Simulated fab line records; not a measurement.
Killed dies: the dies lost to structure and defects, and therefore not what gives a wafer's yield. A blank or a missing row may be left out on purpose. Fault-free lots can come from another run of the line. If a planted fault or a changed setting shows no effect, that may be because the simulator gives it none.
What tool caused it? ; flow gf180mcu ; 11 lots, 33 wafers sampled, at 5 steps of a route of 602

## WHAT THE GAUGES SHOWED, per wafer
GF_TOP_METAL_RS_MEAS_05: the measuring method here is four-point-probe.
lot;measured;on;TOP_METAL_ALCU_RS (ohm/sq)
L634;day 27 12:05;film metro-02;0.0324 0.0322 0.0321
L636;day 28 00:54;film metro-01;0.0328 0.0328 0.0328
L638;day 28 20:25;film metro-01;0.0330 0.0328 0.0326
L639;day 29 03:46;film metro-02;0.0331 0.0388 0.0335 0.0331 0.0389 0.0335
L648;day 31 21:05;film metro-01;0.0324 0.0326 0.0323
L650;day 32 09:40;film metro-02;0.0328 0.0328 0.0326
L651;day 32 10:29;film metro-02;0.0328 0.0326 0.0327
L652;day 33 01:47;film metro-02;0.0325 0.0324 0.0325
L653;day 33 03:06;film metro-04;0.0320 0.0320 0.0316
L655;day 33 06:57;film metro-01;0.0323 0.0325 0.0321
L656;day 33 16:05;film metro-01;0.0324 0.0323 0.0326

GF_TOP_METAL_THK_MEAS_06: measures by xrf.
lot;measured;on;TOP_METAL_ALCU_THK (nm)
L634;day 27 12:11;film metro-02;915 916 925
L636;day 28 01:01;film metro-01;897 896 897
L638;day 28 20:32;film metro-01;899 894 905
L639;day 29 06:26;film metro-02;899 769 888 899 762 888
L648;day 31 21:12;film metro-01;911 902 907
L650;day 32 09:46;film metro-02;907 904 910
L651;day 32 10:37;film metro-02;903 909 903
L652;day 33 01:54;film metro-02;914 914 917
L653;day 33 03:13;film metro-04;927 933 940
L655;day 33 07:04;film metro-01;908 906 910
L656;day 33 16:11;film metro-01;900 904 899

## WHICH TOOL RAN EACH LOT (tool, then ch and the chambers of the sampled wafers, then the start)
lot;GF_MIM_STRIP_20;GF_TOP_METAL_SPUTTER_02;GF_TOP_METAL_SPUTTER_04
L634;plasma asher-04 ch 0,1, day 25 15:23;pvd sputter-04, day 27 11:58;pvd sputter-04, day 27 12:02
L636;plasma asher-03 ch 0,1, day 26 05:06;pvd sputter-03, day 28 00:49;pvd sputter-03, day 28 00:53
L638;plasma asher-03 ch 0,1, day 27 00:59;pvd sputter-04, day 28 20:19;pvd sputter-04, day 28 20:23
L639;plasma asher-04 ch 0,1, day 27 09:16;pvd sputter-04, day 29 03:41;pvd sputter-04, day 29 03:44
L648;plasma asher-04 ch 0,1, day 30 06:07;pvd sputter-01, day 31 20:59;pvd sputter-01, day 31 21:03
L650;plasma asher-04 ch 0,1, day 30 19:16;pvd sputter-01, day 32 09:31;pvd sputter-01, day 32 09:35
L651;plasma asher-04 ch 0,1, day 30 19:53;pvd sputter-01, day 32 10:24;pvd sputter-01, day 32 10:28
L652;plasma asher-04 ch 0,1, day 31 12:56;pvd sputter-01, day 33 01:41;pvd sputter-01, day 33 01:45
L653;plasma asher-04 ch 0, day 31 14:38;pvd sputter-03, day 33 02:59;pvd sputter-03, day 33 03:04
L655;plasma asher-04 ch 0,1, day 31 18:32;pvd sputter-03, day 33 06:52;pvd sputter-03, day 33 06:55
L656;plasma asher-02 ch 0,1, day 32 05:19;pvd sputter-04, day 33 15:58;pvd sputter-04, day 33 16:02
- GF_MIM_STRIP_20: strips in O2/N2.
- GF_TOP_METAL_SPUTTER_02: material AlCu, target thk 900 nm, time 47.82 s.
- GF_TOP_METAL_SPUTTER_04: material TiN, target thk 25 nm, time 20.8 s.

## WHAT THE TOOLS THEMSELVES READ (means of the sampled wafers that have a number; where no wafer has one, the mark that the record gives instead)
GF_MIM_STRIP_20.
lot;tool;drypump motor current A (A);heater power w (W);oes product au (a.u.);strip time to endpoint s (s)
L634;plasma asher-04;5.8;294;0.693;11.23
L636;plasma asher-03;6.2;410;0.699;11.31
L638;plasma asher-03;6.3;368;0.693;11.21
L639;plasma asher-04;5.8;290;0.694;11.20
L648;plasma asher-04;5.8;291;0.697;11.24
L650;plasma asher-04;5.8;294;0.692;11.24
L651;plasma asher-04;5.8;296;0.696;11.22
L652;plasma asher-04;5.8;294;0.692;11.20
L653;plasma asher-04;6.5;300;0.689;11.18
L655;plasma asher-04;6.1;293;0.694;11.19
L656;plasma asher-02;5.8;306;0.688;11.17

GF_TOP_METAL_SPUTTER_02.
lot;tool;cathode dc power W (W);throttle valve pct (%)
L634;pvd sputter-04;10599;29.4
L636;pvd sputter-03;10601;30.4
L638;pvd sputter-04;10599;29.3
L639;pvd sputter-04;10600;29.9
L648;pvd sputter-01;10598;29.0
L650;pvd sputter-01;10600;30.5
L651;pvd sputter-01;10599;29.5
L652;pvd sputter-01;10602;30.1
L653;pvd sputter-03;10601;29.3
L655;pvd sputter-03;10600;29.6
L656;pvd sputter-04;10600;29.1

GF_TOP_METAL_SPUTTER_04.
lot;tool;cathode dc power W (W);throttle valve pct (%)
L634;pvd sputter-04;6500.6;29.3
L636;pvd sputter-03;6499.6;30.5
L638;pvd sputter-04;6499.5;29.4
L639;pvd sputter-04;6499.3;30.1
L648;pvd sputter-01;6499.2;29.0
L650;pvd sputter-01;6500.0;30.4
L651;pvd sputter-01;6499.8;29.6
L652;pvd sputter-01;6500.2;30.0
L653;pvd sputter-03;6500.0;29.2
L655;pvd sputter-03;6499.9;29.5
L656;pvd sputter-04;6499.8;29.2

## THE ANSWER, worked out from the rows above alone
Rule: the usual values come from the lots themselves. The widest of any qualifying gaps counts: lots, ordered by their means at a reading, are off when they make up no more than a third of the lots, leave a main group of 4 or more, and stand apart from it by 3 or more times the standard deviation of that group's means. Not used: any main group whose means are identical at the precision the tables above print for the reading. Also off: a lot with no number at a reading for which 4 or more lots have one. All remaining lots with rows at the step are treated as sound. First the gauges in route order, then the tools' own readings, where a lot's mean is used as printed above. The first step at which some lot is off is used, and at that step the reading that is off furthest; a lot without a number counts as furthest.
Off: L639, at GF_TOP_METAL_RS_MEAS_05 (TOP_METAL_ALCU_RS). Mean 0.0325 ohm/sq and standard deviation 0.00028 in the main group.
If a tool, at a process step before that reading, ran all the lots that are off and no sound lot after the first of them, it fits. Those tools and the gauges at GF_TOP_METAL_RS_MEAS_05 are tried in the same way. None of those tried fits.

## WHAT WAS PUT IN BY THE SIMULATOR
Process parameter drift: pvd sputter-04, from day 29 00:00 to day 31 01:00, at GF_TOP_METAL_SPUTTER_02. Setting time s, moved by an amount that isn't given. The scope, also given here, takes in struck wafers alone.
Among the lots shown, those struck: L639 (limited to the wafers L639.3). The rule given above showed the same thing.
